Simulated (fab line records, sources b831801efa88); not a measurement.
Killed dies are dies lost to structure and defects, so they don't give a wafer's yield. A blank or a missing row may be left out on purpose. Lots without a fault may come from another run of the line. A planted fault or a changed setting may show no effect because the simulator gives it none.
Which tool did it? | flow sfq_line | 14 lots, 42 wafers sampled, at 5 steps of a route of 325

WHAT THE GAUGES READ, wafer by wafer
SFQ_M3_OVL_MEAS_921.
lot  | measured     | on         | M3_OVL (nm)
L786 | day 27 15:42 | overlay-02 | 3 5 1
L787 | day 28 04:28 | overlay-01 | -3 -4 -2
L789 | day 29 09:05 | overlay-01 | 3 8 6
L790 | day 29 15:10 | overlay-02 | 1 -4 -3
L791 | day 29 23:34 | overlay-02 | 3 3 -2
L792 | day 30 09:11 | overlay-02 | -9 -7 -4
L793 | day 31 02:41 | overlay-02 | 2 4 3
L794 | day 31 11:04 | overlay-02 | -1 -1 -2
L795 | day 31 21:16 | overlay-02 | 2 5 4
L797 | day 32 06:52 | overlay-02 | 8 11 7
L800 | day 33 12:52 | overlay-02 | 1 -1 -6
L801 | day 34 03:16 | overlay-02 | 3 10 -8
L804 | day 35 06:52 | overlay-01 | -13 -11 -12
L808 | day 36 06:52 | overlay-02 | 0 0 -4

SFQ_M7_RS_MEAS_943: measures by four-point-probe.
lot  | measured     | on            | M7_NB_RS (ohm/sq)
L786 | day 62 15:25 | film_metro-04 | 0.892 0.893 0.900
L787 | day 62 22:37 | film_metro-02 | 0.898 0.899 0.908
L789 | day 63 22:38 | film_metro-04 | 0.888 0.858 0.892
L790 | day 64 04:36 | film_metro-01 | 0.903 0.895 0.891
L791 | day 64 14:12 | film_metro-01 | 0.908 0.908 0.911
L792 | day 65 01:02 | film_metro-01 | 0.894 0.893 0.892
L793 | day 65 12:44 | film_metro-02 | 0.887 0.895 0.879
L794 | day 65 18:43 | film_metro-04 | 0.896 0.894 0.900
L795 | day 66 00:46 | film_metro-04 | 0.926 0.927 0.926
L797 | day 66 03:21 | film_metro-01 | 0.901 0.902 0.901
L800 | day 66 21:29 | film_metro-02 | 0.874 0.875 0.892
L801 | day 66 23:52 | film_metro-01 | 0.887 2.506 2.463 0.887 2.497 2.459
L804 | day 67 11:21 | film_metro-01 | 0.908 0.908 2.636 0.908 0.907 2.632
L808 | day 68 02:58 | film_metro-01 | 0.883 0.884 0.875

WHICH TOOL RAN EACH LOT (tool, then ch and the chambers of the sampled wafers, then the start)
lot  | SFQ_TRILAYER_M4_STRIP_STRIP_097   | SFQ_TRILAYER_C5_STRIP_STRIP_155   | SFQ_TRILAYER_M7_DEP_SPUTTER_175
L786 | rie_metal-04 ch 0,1, day 35 16:41 | rie_metal-04 ch 0,1, day 55 12:44 | pvd_sputter-05, day 62 15:19
L787 | rie_metal-02 ch 0,1, day 36 02:17 | rie_metal-03 ch 0,1, day 55 22:20 | pvd_sputter-05, day 62 22:31
L789 | rie_metal-02 ch 0,1, day 37 08:23 | rie_metal-03 ch 0,1, day 56 23:17 | pvd_sputter-06, day 63 22:31
L790 | rie_metal-04 ch 0,1, day 37 12:59 | rie_metal-03 ch 0,1, day 57 06:27 | pvd_sputter-04, day 64 04:31
L791 | rie_metal-04 ch 0,1, day 37 20:11 | rie_metal-04 ch 0,1, day 57 14:41 | pvd_sputter-04, day 64 14:07
L792 | rie_metal-04 ch 0,1, day 38 07:56 | rie_metal-03 ch 0,1, day 58 11:41 | pvd_sputter-04, day 65 00:55
L793 | rie_metal-04 ch 0,1, day 38 16:08 | rie_metal-03 ch 0,1, day 58 18:41 | pvd_sputter-06, day 65 12:38
L794 | rie_metal-02 ch 0,1, day 38 22:08 | rie_metal-01 ch 0,1, day 59 01:53 | pvd_sputter-04, day 65 18:38
L795 | rie_metal-04 ch 0,1, day 39 10:20 | rie_metal-04 ch 0,1, day 59 09:05 | pvd_sputter-04, day 66 00:38
L797 | rie_metal-02 ch 0,1, day 39 16:08 | rie_metal-01 ch 0,1, day 59 18:29 | pvd_sputter-05, day 66 03:14
L800 | rie_metal-02 ch 0,1, day 40 17:25 | rie_metal-01 ch 0,1, day 60 17:29 | pvd_sputter-06, day 66 21:22
L801 | rie_metal-02 ch 0, day 41 02:49   | rie_metal-03 ch 0, day 60 19:41   | pvd_sputter-05, day 66 23:47
L804 | rie_metal-04 ch 0, day 42 04:25   | rie_metal-03 ch 0, day 61 15:50   | pvd_sputter-05, day 67 11:14
L808 | rie_metal-01 ch 1, day 43 01:01   | rie_metal-04 ch 0,1, day 62 12:14 | pvd_sputter-04, day 68 02:50
- SFQ_TRILAYER_M4_STRIP_STRIP_097: strips in O2.
- SFQ_TRILAYER_C5_STRIP_STRIP_155: strips in O2.
- SFQ_TRILAYER_M7_DEP_SPUTTER_175: material Nb, target thk 200 nm, time 133.3 s.

WHAT THE TOOLS THEMSELVES READ (means of the sampled wafers that have a number; where no wafer has one, the mark that the record gives instead)
SFQ_TRILAYER_M4_STRIP_STRIP_097.
lot  | tool         | drypump_motor_current_A (A) | oes_product_au (a.u.)
L786 | rie_metal-04 | 5.98                        | 0.993
L787 | rie_metal-02 | 5.70                        | 0.998
L789 | rie_metal-02 | 5.70                        | 1.004
L790 | rie_metal-04 | 6.01                        | 0.983
L791 | rie_metal-04 | 6.00                        | 0.981
L792 | rie_metal-04 | 5.93                        | 0.981
L793 | rie_metal-04 | 5.94                        | 0.979
L794 | rie_metal-02 | 5.65                        | 1.002
L795 | rie_metal-04 | 6.01                        | 0.972
L797 | rie_metal-02 | 5.62                        | 0.998
L800 | rie_metal-02 | 5.75                        | 0.998
L801 | rie_metal-02 | 5.55                        | 0.991
L804 | rie_metal-04 | 5.85                        | 0.990
L808 | rie_metal-01 | 6.32                        | 0.988

SFQ_TRILAYER_C5_STRIP_STRIP_155.
lot  | tool         | drypump_motor_current_A (A) | oes_product_au (a.u.)
L786 | rie_metal-04 | 5.92                        | 0.974
L787 | rie_metal-03 | 6.13                        | 1.005
L789 | rie_metal-03 | 6.38                        | 1.000
L790 | rie_metal-03 | 6.16                        | 1.004
L791 | rie_metal-04 | 5.92                        | 0.987
L792 | rie_metal-03 | 6.17                        | 1.002
L793 | rie_metal-03 | 6.37                        | 0.998
L794 | rie_metal-01 | 6.25                        | 1.012
L795 | rie_metal-04 | 6.01                        | 0.984
L797 | rie_metal-01 | 6.30                        | 0.998
L800 | rie_metal-01 | 6.32                        | 1.010
L801 | rie_metal-03 | 5.91                        | 1.003
L804 | rie_metal-03 | 5.89                        | 0.994
L808 | rie_metal-04 | 5.91                        | 0.984

SFQ_TRILAYER_M7_DEP_SPUTTER_175.
lot  | tool           | throttle_valve_pct (%)
L786 | pvd_sputter-05 | 29.9
L787 | pvd_sputter-05 | 30.0
L789 | pvd_sputter-06 | 28.9
L790 | pvd_sputter-04 | 29.3
L791 | pvd_sputter-04 | 29.6
L792 | pvd_sputter-04 | 30.4
L793 | pvd_sputter-06 | 28.9
L794 | pvd_sputter-04 | 30.2
L795 | pvd_sputter-04 | 30.1
L797 | pvd_sputter-05 | 30.0
L800 | pvd_sputter-06 | 29.0
L801 | pvd_sputter-05 | 30.0
L804 | pvd_sputter-05 | 29.5
L808 | pvd_sputter-04 | 29.7

THE ANSWER, worked out from the rows above alone
Rule: what is usual is taken from the lots themselves. Put in order of their means at a reading, lots are off if they are a third of the lots or fewer, leave a main group of 4 or more, and stand apart from it by a gap of 3 or more times the standard deviation of the main group's means; of several such gaps the widest counts. A main group whose means are all the same, to the digits that the tables above print for the reading, isn't used. A lot without any number at a reading at which 4 lots or more have one is off too. The other lots that the step has rows for count as sound. The gauges are gone through in route order, then the tools' own readings, and for those a lot's mean is taken as printed above. The first step at which some lot is off is used, and at that step the reading that is off furthest; a lot without a number counts as furthest.
Off: L801, L804, at SFQ_M7_RS_MEAS_943 (M7_NB_RS). The main group: mean 0.896 ohm/sq, standard deviation 0.013.
A tool fits if, at a process step before that reading, it ran every lot that is off, and no sound lot after the first of them. The gauges at SFQ_M7_RS_MEAS_943 are tried like those tools. Can't be told from this: 2 tools fit, rie_metal-03 at SFQ_TRILAYER_C5_STRIP_STRIP_155, pvd_sputter-05 at SFQ_TRILAYER_M7_DEP_SPUTTER_175.

WHAT THE SIMULATOR HAD PUT IN
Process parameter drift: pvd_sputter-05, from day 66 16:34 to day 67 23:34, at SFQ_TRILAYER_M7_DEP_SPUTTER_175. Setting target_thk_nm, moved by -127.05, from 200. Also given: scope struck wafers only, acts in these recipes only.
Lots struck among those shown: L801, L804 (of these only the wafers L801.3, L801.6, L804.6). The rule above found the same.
